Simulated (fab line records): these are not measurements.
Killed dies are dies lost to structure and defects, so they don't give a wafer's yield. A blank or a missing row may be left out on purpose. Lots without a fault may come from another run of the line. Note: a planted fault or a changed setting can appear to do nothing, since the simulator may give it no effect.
fab line records + flow sky130
record
- lots=11
- wafers=33
- last_day=50
route steps=708 shown CONTACT@430 VIA1@482 METAL2@498 VIA2@510
lots with no fault: from the same line, run without faults
start_h: hours from the record's opening day to when the first of the lot's shown wafers began + wait_h: hours since the lot's step before + " repeats the value in the row above + L1.1+2: one row covering several wafers at once + - value missing, or start not given + * or withheld: withheld + < > ~ a bound
route shown NAME@n: names a module that has steps shown in the file, with the first one's number in the route + usual: mean/standard deviation of fault-free wafers + same: alike in all rows + chamber/n: place in a boat + sites: readings site by site + _std_site: standard deviation across them + _edge_site: inner sites' mean taken away from outer sites' mean + radius_mm: how far each site lies from the wafer's centre + mask NAME#n: copy n + behind: the most recent tool/chamber to have shaped the wafer + hold: cause of the lot's hold/its duration in hours/its outcome + device: which transistor (n, p or np) failed to switch + end of line: at the end of the route, the tests of the same wafers + a step with no rows: only its recipe + killed: dies lost to structure and defects at the first sort, not the wafer's yield + map: shows each die of a wafer: x if killed, . if not, _ if none is there
set.NAME: setting as actually run; set.NAME@STEP: the setting as run at that earlier step + model.NAME: the simulator's own value behind a step, which no gauge read
steps of the route over a sample of lots; a table a step, a row a wafer
services: when a tool's chamber went out of use (start_h, in hours from the record's first day, below 0 if earlier), for how many hours, and the reason
## steps
# step SKY_CONTACT_CVD_24
# recipe
- material=W
- target_thk_nm=340
- time_s=102.12
- temp_c=400
- pressure_torr=40
# usual
- heater_power_w=857/150
- susceptor_temp_C=400.04/0.24
| lot.wafer | tool     | chamber | start_h | wait_h | heater_power_w | susceptor_temp_C |
|-----------|----------|---------|---------|--------|----------------|------------------|
| L501.4    | cvd_w-02 | 0       | 745.89  | 0.1    | 1043           | 399.92           |
| L501.5    | "        | 1       | "       | "      | 770            | 399.77           |
| L501.6    | "        | 0       | "       | "      | 1040           | 400.20           |
| L502.1    | cvd_w-01 | 1       | 748.07  | 0.0    | 661            | 399.96           |
| L502.3    | "        | 1       | "       | "      | 667            | 399.92           |
| L502.5    | "        | 1       | "       | "      | 665            | 400.40           |
| L504.1    | cvd_w-01 | 1       | 765.24  | 0.0    | 655            | 400.00           |
| L504.4    | "        | 0       | "       | "      | 898            | 399.87           |
| L504.5    | "        | 1       | "       | "      | 669            | 399.86           |
| L506.2    | cvd_w-02 | 1       | 783.11  | 0.0    | 758            | 400.02           |
| L506.3    | "        | 0       | "       | "      | 1051           | 400.13           |
| L506.6    | "        | 1       | "       | "      | 760            | 400.26           |
| L508.1    | cvd_w-01 | 1       | 811.51  | 0.0    | 672            | 399.97           |
| L508.3    | "        | 1       | "       | "      | 655            | 400.35           |
| L508.6    | "        | 0       | "       | "      | 892            | 400.06           |
| L510.1    | cvd_w-01 | 1       | 822.75  | 0.0    | 681            | 399.96           |
| L510.5    | "        | 0       | "       | "      | 916            | 399.91           |
| L510.6    | "        | 1       | "       | "      | 682            | 400.03           |
| L518.1    | cvd_w-02 | 0       | 867.01  | 0.0    | 1045           | 400.37           |
| L518.5    | "        | 0       | "       | "      | 1038           | 400.24           |
| L518.6    | "        | 1       | "       | "      | 747            | 400.01           |
| L517.1    | cvd_w-02 | 1       | 870.97  | 0.0    | 739            | 400.61           |
| L517.2    | "        | 0       | "       | "      | 1051           | 399.74           |
| L517.3    | "        | 1       | "       | "      | 749            | 400.24           |
| L520.1    | cvd_w-02 | 1       | 886.00  | 0.0    | 757            | 399.84           |
| L520.3    | "        | 0       | "       | "      | 1019           | 399.93           |
| L520.4    | "        | 1       | "       | "      | 758            | 399.61           |
| L522.2    | cvd_w-01 | 1       | 903.18  | 0.0    | 659            | 400.38           |
| L522.3    | "        | 1       | "       | "      | 677            | 400.03           |
| L522.5    | "        | 1       | "       | "      | 688            | 399.95           |
| L523.1    | cvd_w-01 | 0       | 910.98  | 0.0    | 916            | 400.36           |
| L523.5    | "        | 1       | "       | "      | 664            | 399.46           |
| L523.6    | "        | 0       | "       | "      | 879            | 399.93           |
# step SKY_CONTACT_RS_MEAS_25
# recipe
- thk_meas_gauge=four-point-probe
- reads=W_of_CONTACT_CVD_24+TiN_of_CONTACT_SPUTTER_23
# usual
- CONTACT_W_RS=0.339/0.0064
| lot.wafer | tool          | chamber | start_h | wait_h | hold                     | CONTACT_W_RS[ohm/sq] |
|-----------|---------------|---------|---------|--------|--------------------------|----------------------|
| L501.4    | film_metro-01 | -       | 746.02  | 0.1    | -                        | 0.345                |
| L501.5    | "             | -       | "       | "      | -                        | 0.345                |
| L501.6    | "             | -       | "       | "      | -                        | 0.347                |
| L502.1    | film_metro-04 | -       | 748.18  | 0.1    | -                        | 0.328                |
| L502.3    | "             | -       | "       | "      | -                        | 0.328                |
| L502.5    | "             | -       | "       | "      | -                        | 0.328                |
| L504.1    | film_metro-03 | -       | 765.35  | 0.1    | -                        | 0.327                |
| L504.4    | "             | -       | "       | "      | -                        | 0.345                |
| L504.5    | "             | -       | "       | "      | -                        | 0.330                |
| L506.2    | film_metro-04 | -       | 783.24  | 0.1    | -                        | 0.344                |
| L506.3    | "             | -       | "       | "      | -                        | 0.338                |
| L506.6    | "             | -       | "       | "      | -                        | 0.344                |
| L508.1    | film_metro-01 | -       | 811.62  | 0.1    | await_dispo/0.2h/release | 0.330                |
| L508.3    | "             | -       | "       | "      | await_dispo/0.2h/release | 0.323                |
| L508.6    | "             | -       | "       | "      | await_dispo/0.2h/release | 0.234                |
| L508.1    | film_metro-01 | -       | 811.91  | 0.3    | -                        | 0.330                |
| L508.3    | "             | -       | "       | "      | -                        | 0.323                |
| L508.6    | "             | -       | "       | "      | -                        | 0.235                |
| L510.1    | film_metro-04 | -       | 822.86  | 0.1    | await_dispo/0.2h/release | 0.326                |
| L510.5    | "             | -       | "       | "      | await_dispo/0.2h/release | 0.235                |
| L510.6    | "             | -       | "       | "      | await_dispo/0.2h/release | 0.331                |
| L510.1    | film_metro-04 | -       | 823.14  | 0.3    | -                        | 0.326                |
| L510.5    | "             | -       | "       | "      | -                        | 0.235                |
| L510.6    | "             | -       | "       | "      | -                        | 0.330                |
| L518.1    | film_metro-03 | -       | 867.12  | 0.1    | -                        | 0.333                |
| L518.5    | "             | -       | "       | "      | -                        | 0.335                |
| L518.6    | "             | -       | "       | "      | -                        | 0.345                |
| L517.1    | film_metro-01 | -       | 871.08  | 0.1    | -                        | 0.347                |
| L517.2    | "             | -       | "       | "      | -                        | 0.338                |
| L517.3    | "             | -       | "       | "      | -                        | 0.347                |
| L520.1    | film_metro-01 | -       | 886.11  | 0.1    | -                        | 0.350                |
| L520.3    | "             | -       | "       | "      | -                        | 0.340                |
| L520.4    | "             | -       | "       | "      | -                        | 0.349                |
| L522.2    | film_metro-01 | -       | 903.31  | 0.1    | -                        | 0.327                |
| L522.3    | "             | -       | "       | "      | -                        | 0.328                |
| L522.5    | "             | -       | "       | "      | -                        | 0.329                |
| L523.1    | film_metro-03 | -       | 911.09  | 0.1    | -                        | 0.340                |
| L523.5    | "             | -       | "       | "      | -                        | 0.329                |
| L523.6    | "             | -       | "       | "      | -                        | 0.344                |
# step SKY_CONTACT_THK_MEAS_26
# recipe
- thk_meas_gauge=xrf
- reads=W_of_CONTACT_CVD_24
# usual
- CONTACT_W_THK=341/7.2
| lot.wafer | tool          | chamber | start_h | wait_h | hold                     | CONTACT_W_THK[nm] |
|-----------|---------------|---------|---------|--------|--------------------------|-------------------|
| L501.4    | film_metro-01 | -       | 746.11  | 0.1    | -                        | 334               |
| L501.5    | "             | -       | "       | "      | -                        | 336               |
| L501.6    | "             | -       | "       | "      | -                        | 333               |
| L502.1    | film_metro-04 | -       | 748.30  | 0.1    | -                        | 354               |
| L502.3    | "             | -       | "       | "      | -                        | 352               |
| L502.5    | "             | -       | "       | "      | -                        | 356               |
| L504.1    | film_metro-03 | -       | 765.47  | 0.1    | -                        | 357               |
| L504.4    | "             | -       | "       | "      | -                        | 341               |
| L504.5    | "             | -       | "       | "      | -                        | 356               |
| L506.2    | film_metro-04 | -       | 783.35  | 0.1    | -                        | 338               |
| L506.3    | "             | -       | "       | "      | -                        | 344               |
| L506.6    | "             | -       | "       | "      | -                        | 338               |
| L508.1    | film_metro-01 | -       | 815.03  | 3.1    | await_dispo/0.2h/release | 350               |
| L508.3    | "             | -       | "       | "      | await_dispo/0.2h/release | 361               |
| L508.6    | "             | -       | "       | "      | await_dispo/0.2h/release | 496               |
| L508.1    | film_metro-01 | -       | 815.25  | 0.2    | -                        | 350               |
| L508.3    | "             | -       | "       | "      | -                        | 356               |
| L508.6    | "             | -       | "       | "      | -                        | 491               |
| L510.1    | film_metro-04 | -       | 826.25  | 3.1    | await_dispo/0.2h/release | 355               |
| L510.5    | "             | -       | "       | "      | await_dispo/0.2h/release | 490               |
| L510.6    | "             | -       | "       | "      | await_dispo/0.2h/release | 349               |
| L510.1    | film_metro-04 | -       | 826.57  | 0.3    | -                        | 354               |
| L510.5    | "             | -       | "       | "      | -                        | 490               |
| L510.6    | "             | -       | "       | "      | -                        | 349               |
| L518.1    | film_metro-03 | -       | 867.24  | 0.1    | -                        | 346               |
| L518.5    | "             | -       | "       | "      | -                        | 343               |
| L518.6    | "             | -       | "       | "      | -                        | 334               |
| L517.1    | film_metro-01 | -       | 871.20  | 0.1    | -                        | 334               |
| L517.2    | "             | -       | "       | "      | -                        | 342               |
| L517.3    | "             | -       | "       | "      | -                        | 333               |
| L520.1    | film_metro-01 | -       | 886.23  | 0.1    | -                        | 328               |
| L520.3    | "             | -       | "       | "      | -                        | 340               |
| L520.4    | "             | -       | "       | "      | -                        | 331               |
| L522.2    | film_metro-01 | -       | 903.42  | 0.1    | -                        | 350               |
| L522.3    | "             | -       | "       | "      | -                        | 353               |
| L522.5    | "             | -       | "       | "      | -                        | 348               |
| L523.1    | film_metro-03 | -       | 911.21  | 0.1    | -                        | 343               |
| L523.5    | "             | -       | "       | "      | -                        | 354               |
| L523.6    | "             | -       | "       | "      | -                        | 338               |
# step SKY_CONTACT_CMP_27
# recipe
- stop_on=SiO2
- t_overpolish_s=15
- down_force_psi=3.5
- platen_rpm=60
- target_thk_nm=0
- pad_velocity_m_s=0.94248
# usual
- motor_current_A=11.6/1.1
- time_to_endpoint_s=83/4.8
| lot.wafer | tool   | chamber | start_h | wait_h | hold                     | motor_current_A | time_to_endpoint_s |
|-----------|--------|---------|---------|--------|--------------------------|-----------------|--------------------|
| L501.4    | cmp-01 | 1       | 746.19  | 0.1    | -                        | 11.6            | 73                 |
| L501.5    | "      | 0       | "       | "      | -                        | 9.3             | 87                 |
| L501.6    | "      | 1       | "       | "      | -                        | 12.0            | 75                 |
| L502.3    | cmp-02 | 3       | 748.36  | 0.0    | -                        | 11.6            | 88                 |
| L502.1    | "      | 1       | "       | "      | -                        | 11.9            | 85                 |
| L502.5    | "      | 3       | "       | "      | -                        | 11.2            | 88                 |
| L504.1    | cmp-01 | 3       | 765.58  | 0.1    | -                        | 12.8            | 87                 |
| L504.4    | "      | 1       | "       | "      | -                        | 11.4            | 75                 |
| L504.5    | "      | 2       | "       | "      | -                        | 13.1            | 93                 |
| L506.3    | cmp-01 | 2       | 783.45  | 0.1    | -                        | 13.0            | 91                 |
| L506.2    | "      | 0       | "       | "      | -                        | 9.8             | 84                 |
| L506.6    | "      | 1       | "       | "      | -                        | 11.1            | 74                 |
| L508.1    | cmp-02 | 1       | 817.80  | 2.5    | await_dispo/2.5h/release | 11.9            | 79                 |
| L508.3    | "      | 2       | "       | "      | await_dispo/2.5h/release | 9.7             | 87                 |
| L508.6    | "      | 2       | "       | "      | await_dispo/2.5h/release | 10.4            | 129                |
| L510.1    | cmp-02 | 2       | 829.49  | 2.9    | await_dispo/2.6h/release | 10.1            | 88                 |
| L510.6    | "      | 1       | "       | "      | await_dispo/2.6h/release | 11.2            | 82                 |
| L510.5    | "      | 2       | "       | "      | await_dispo/2.6h/release | 9.8             | 118                |
| L518.1    | cmp-02 | 1       | 867.45  | 0.2    | -                        | 11.3            | 80                 |
| L518.6    | "      | 2       | "       | "      | -                        | 10.5            | 82                 |
| L518.5    | "      | 3       | "       | "      | -                        | 12.4            | 81                 |
| L517.1    | cmp-02 | 0       | 871.26  | 0.1    | -                        | 13.0            | 80                 |
| L517.3    | "      | 1       | "       | "      | -                        | 11.7            | 81                 |
| L517.2    | "      | 2       | "       | "      | -                        | 10.5            | 87                 |
| L520.3    | cmp-02 | 1       | 886.29  | 0.0    | -                        | 11.5            | 80                 |
| L520.1    | "      | 3       | "       | "      | -                        | 12.0            | 79                 |
| L520.4    | "      | 0       | "       | "      | -                        | 12.5            | 78                 |
| L522.2    | cmp-01 | 2       | 903.47  | 0.0    | -                        | 12.6            | 93                 |
| L522.3    | "      | 1       | "       | "      | -                        | 11.1            | 76                 |
| L522.5    | "      | 3       | "       | "      | -                        | 13.0            | 85                 |
| L523.1    | cmp-01 | 0       | 911.27  | 0.1    | -                        | 9.4             | 87                 |
| L523.6    | "      | 0       | "       | "      | -                        | 9.6             | 84                 |
| L523.5    | "      | 1       | "       | "      | -                        | 11.5            | 79                 |
# step SKY_VIA1_CMP_24
# recipe
- stop_on=SiO2
- t_overpolish_s=15
- down_force_psi=3.5
- platen_rpm=60
- target_thk_nm=0
- pad_velocity_m_s=0.94248
# usual
- motor_current_A=11.6/1.2
- overpolish_run_s=15.001/0.009
- time_to_endpoint_s=67/4.9
| lot.wafer | tool   | chamber | start_h | wait_h | motor_current_A | overpolish_run_s | time_to_endpoint_s |
|-----------|--------|---------|---------|--------|-----------------|------------------|--------------------|
| L501.4    | cmp-01 | 3       | 801.98  | 0.1    | 12.7            | 14.998           | 66                 |
| L501.6    | "      | 1       | "       | "      | 11.3            | 14.998           | 62                 |
| L501.5    | "      | 2       | "       | "      | 12.6            | 14.984           | 71                 |
| L502.3    | cmp-01 | 3       | 805.19  | 0.0    | 12.4            | 14.983           | 64                 |
| L502.1    | "      | 1       | "       | "      | 11.1            | 14.983           | 57                 |
| L502.5    | "      | 3       | "       | "      | 12.4            | 14.996           | 64                 |
| L504.1    | cmp-01 | 1       | 822.29  | 0.1    | 11.2            | 15.005           | 59                 |
| L504.4    | "      | 2       | "       | "      | 13.6            | 15.004           | 70                 |
| L504.5    | "      | 0       | "       | "      | 9.5             | 14.990           | 72                 |
| L506.2    | cmp-02 | 3       | 839.36  | 0.0    | 12.2            | 14.995           | 69                 |
| L506.3    | "      | 2       | "       | "      | 10.3            | 15.003           | 74                 |
| L506.6    | "      | 0       | "       | "      | 12.2            | 14.997           | 67                 |
| L508.3    | cmp-02 | 2       | 869.59  | 0.1    | 10.7            | 14.995           | 68                 |
| L508.1    | "      | 0       | "       | "      | 12.2            | 15.003           | 65                 |
| L508.6    | "      | 2       | "       | "      | 9.9             | 15.009           | 70                 |
| L510.1    | cmp-01 | 0       | 879.98  | 0.1    | 9.8             | 15.009           | 71                 |
| L510.6    | "      | 2       | "       | "      | 12.5            | 15.015           | 72                 |
| L510.5    | "      | 3       | "       | "      | 12.8            | 14.986           | 63                 |
| L518.1    | cmp-02 | 2       | 920.05  | 0.1    | 10.7            | 15.000           | 73                 |
| L518.6    | "      | 1       | "       | "      | 11.6            | 15.003           | 70                 |
| L518.5    | "      | 2       | "       | "      | 9.9             | 15.001           | 74                 |
| L517.1    | cmp-02 | 1       | 924.45  | 0.1    | 11.4            | 15.005           | 64                 |
| L517.2    | "      | 3       | "       | "      | 11.6            | 15.006           | 68                 |
| L517.3    | "      | 0       | "       | "      | 12.4            | 14.989           | 64                 |
| L520.3    | cmp-02 | 2       | 939.30  | 0.1    | 10.4            | 15.002           | 72                 |
| L520.1    | "      | 3       | "       | "      | 11.6            | 15.014           | 72                 |
| L520.4    | "      | 0       | "       | "      | 12.9            | 15.016           | 69                 |
| L522.2    | cmp-01 | 2       | 956.55  | 0.0    | 13.0            | 15.002           | 66                 |
| L522.3    | "      | 0       | "       | "      | 9.1             | 15.000           | 64                 |
| L522.5    | "      | 3       | "       | "      | 12.7            | 15.011           | 65                 |
| L523.1    | cmp-01 | 2       | 964.55  | 0.2    | 13.1            | 14.999           | 68                 |
| L523.6    | "      | 3       | "       | "      | 12.5            | 14.993           | 64                 |
| L523.5    | "      | 0       | "       | "      | 9.6             | 15.005           | 65                 |
# step SKY_METAL2_CD_MEAS_15
# recipe
- target_cd_nm=140
# usual
- cd_nm=139.8/1.4
| lot.wafer | tool      | chamber | start_h | wait_h | cd_nm |
|-----------|-----------|---------|---------|--------|-------|
| L501.4    | cd_sem-01 | -       | 829.34  | -      | 139.3 |
| L501.5    | "         | -       | "       | "      | 140.0 |
| L501.6    | "         | -       | "       | "      | 139.7 |
| L502.1    | cd_sem-02 | -       | 833.40  | -      | 140.0 |
| L502.3    | "         | -       | "       | "      | 140.4 |
| L502.5    | "         | -       | "       | "      | 140.5 |
| L504.1    | cd_sem-01 | -       | 849.93  | -      | 136.4 |
| L504.4    | "         | -       | "       | "      | 136.5 |
| L504.5    | "         | -       | "       | "      | 138.3 |
| L506.2    | cd_sem-02 | -       | 866.78  | -      | 140.5 |
| L506.3    | "         | -       | "       | "      | 140.9 |
| L506.6    | "         | -       | "       | "      | 139.4 |
| L508.1    | cd_sem-02 | -       | 895.60  | -      | 137.0 |
| L508.3    | "         | -       | "       | "      | 138.2 |
| L508.6    | "         | -       | "       | "      | 138.4 |
| L510.1    | cd_sem-01 | -       | 905.21  | -      | 140.3 |
| L510.5    | "         | -       | "       | "      | 139.8 |
| L510.6    | "         | -       | "       | "      | 140.6 |
| L518.1    | cd_sem-02 | -       | 945.83  | -      | 140.0 |
| L518.5    | "         | -       | "       | "      | 138.8 |
| L518.6    | "         | -       | "       | "      | 137.4 |
| L517.1    | cd_sem-01 | -       | 950.28  | -      | 139.6 |
| L517.2    | "         | -       | "       | "      | 139.9 |
| L517.3    | "         | -       | "       | "      | 138.5 |
| L520.1    | cd_sem-01 | -       | 964.38  | -      | 142.3 |
| L520.3    | "         | -       | "       | "      | 142.1 |
| L520.4    | "         | -       | "       | "      | 142.2 |
| L522.2    | cd_sem-02 | -       | 980.32  | -      | 138.0 |
| L522.3    | "         | -       | "       | "      | 139.7 |
| L522.5    | "         | -       | "       | "      | 138.6 |
| L523.1    | cd_sem-02 | -       | 987.32  | -      | 139.4 |
| L523.5    | "         | -       | "       | "      | 141.3 |
| L523.6    | "         | -       | "       | "      | 141.1 |
# step SKY_VIA2_BOW_MEAS_03
# recipe
- mode=bow
# usual
- VIA2_BOW=88/6.9
| lot.wafer | tool          | chamber | start_h | wait_h | VIA2_BOW[um] |
|-----------|---------------|---------|---------|--------|--------------|
| L501.4    | film_metro-01 | -       | 830.83  | 0.2    | 93           |
| L501.5    | "             | -       | "       | "      | 98           |
| L501.6    | "             | -       | "       | "      | 95           |
| L502.1    | film_metro-03 | -       | 834.88  | 0.1    | 91           |
| L502.3    | "             | -       | "       | "      | 85           |
| L502.5    | "             | -       | "       | "      | 73           |
| L504.1    | film_metro-04 | -       | 851.60  | 0.1    | 87           |
| L504.4    | "             | -       | "       | "      | 83           |
| L504.5    | "             | -       | "       | "      | 95           |
| L506.2    | film_metro-03 | -       | 868.24  | 0.2    | 82           |
| L506.3    | "             | -       | "       | "      | 95           |
| L506.6    | "             | -       | "       | "      | 83           |
| L508.1    | film_metro-03 | -       | 897.06  | 0.2    | 85           |
| L508.3    | "             | -       | "       | "      | 88           |
| L508.6    | "             | -       | "       | "      | 100          |
| L510.1    | film_metro-04 | -       | 906.64  | 0.2    | 96           |
| L510.5    | "             | -       | "       | "      | 87           |
| L510.6    | "             | -       | "       | "      | 95           |
| L518.1    | film_metro-01 | -       | 947.29  | 0.1    | 88           |
| L518.5    | "             | -       | "       | "      | 90           |
| L518.6    | "             | -       | "       | "      | 97           |
| L517.1    | film_metro-01 | -       | 951.70  | 0.2    | 99           |
| L517.2    | "             | -       | "       | "      | 80           |
| L517.3    | "             | -       | "       | "      | 82           |
| L520.1    | film_metro-04 | -       | 965.80  | 0.1    | 98           |
| L520.3    | "             | -       | "       | "      | 93           |
| L520.4    | "             | -       | "       | "      | 83           |
| L522.2    | film_metro-04 | -       | 981.81  | 0.2    | 98           |
| L522.3    | "             | -       | "       | "      | 89           |
| L522.5    | "             | -       | "       | "      | 86           |
| L523.1    | film_metro-01 | -       | 988.77  | 0.2    | 80           |
| L523.5    | "             | -       | "       | "      | 88           |
| L523.6    | "             | -       | "       | "      | 77           |
## services
| tool     | chamber | start_h | hours | kind                           |
|----------|---------|---------|-------|--------------------------------|
| cvd_w-01 | 1       | 728.82  | -     | calibration                    |
| cvd_w-02 | -       | 733.04  | 1.5   | repair                         |
| cmp-02   | -       | 751.89  | 4.0   | pm                             |
| cmp-02   | -       | 755.89  | -     | consumable_replace:conditioner |
| cmp-02   | -       | 755.89  | -     | consumable_replace:pad         |
| cmp-02   | -       | 756.56  | 0.6   | repair                         |
| cmp-01   | -       | 765.03  | 0.3   | repair                         |
| cvd_w-01 | 1       | 792.14  | 3.0   | repair                         |
| cmp-01   | -       | 795.25  | 6.1   | pm                             |
| cmp-02   | -       | 801.43  | 4.5   | pm                             |
| cvd_w-02 | -       | 820.79  | 0.7   | repair                         |
| cmp-02   | -       | 849.00  | 0.5   | repair                         |
| cmp-02   | -       | 895.95  | 0.8   | repair                         |
| cvd_w-02 | -       | 904.00  | 14.0  | pm                             |
| cvd_w-02 | 0       | 904.00  | 14.0  | vent_cycle                     |
| cvd_w-02 | 1       | 904.00  | 14.0  | vent_cycle                     |
| cmp-01   | -       | 912.00  | 4.0   | pm                             |
| cmp-01   | -       | 916.00  | -     | consumable_replace:conditioner |
| cmp-01   | -       | 916.00  | -     | consumable_replace:pad         |
| cvd_w-02 | 0       | 918.00  | -     | clean                          |
| cvd_w-02 | 1       | 918.00  | -     | clean                          |
| cvd_w-02 | 0       | 953.40  | -     | calibration                    |
## key
first_sign
- step=SKY_CONTACT_RS_MEAS_25
- reading=visit
- direction=added
effect
- step=SKY_CONTACT_RS_MEAS_25
- reading=CONTACT_W_RS
- direction=down
- sigmas=16
- usual=0.339
- struck=0.234
effect
- step=SKY_CONTACT_THK_MEAS_26
- reading=visit
- direction=added
effect
- step=SKY_CONTACT_THK_MEAS_26
- reading=CONTACT_W_THK
- direction=up
- sigmas=21
- usual=341
- struck=493
effect
- step=SKY_CONTACT_CMP_27
- reading=time_to_endpoint_s
- direction=up
- sigmas=8.6
- usual=*
- struck=*
met_at SKY_CONTACT_CVD_24
struck_lots L508,L510
struck_wafers L508.6,L510.5
tester_left_out L508,L510
not_acting_at SKY_VIA1_CMP_24,SKY_METAL2_CD_MEAS_15,SKY_VIA2_BOW_MEAS_03
onset_between 765.24 811.51
fault
- kind=process_parameter_drift
- tool=cvd_w-01
- chamber=0
- onset_h=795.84
- steps=SKY_CONTACT_CVD_24
- channel=target_thk_nm
- offset=149.56
- shape=step
- end_h=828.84
- acts_in=these_recipes_only
- stated=340
# tester_left_out: of these lots the tester's yield and bins aren't shown, on N5 and GAA mostly nor the transistor test; their killed dies are dies lost to structure and defects alone, not to doping, threshold or leakage, so they don't give the yield
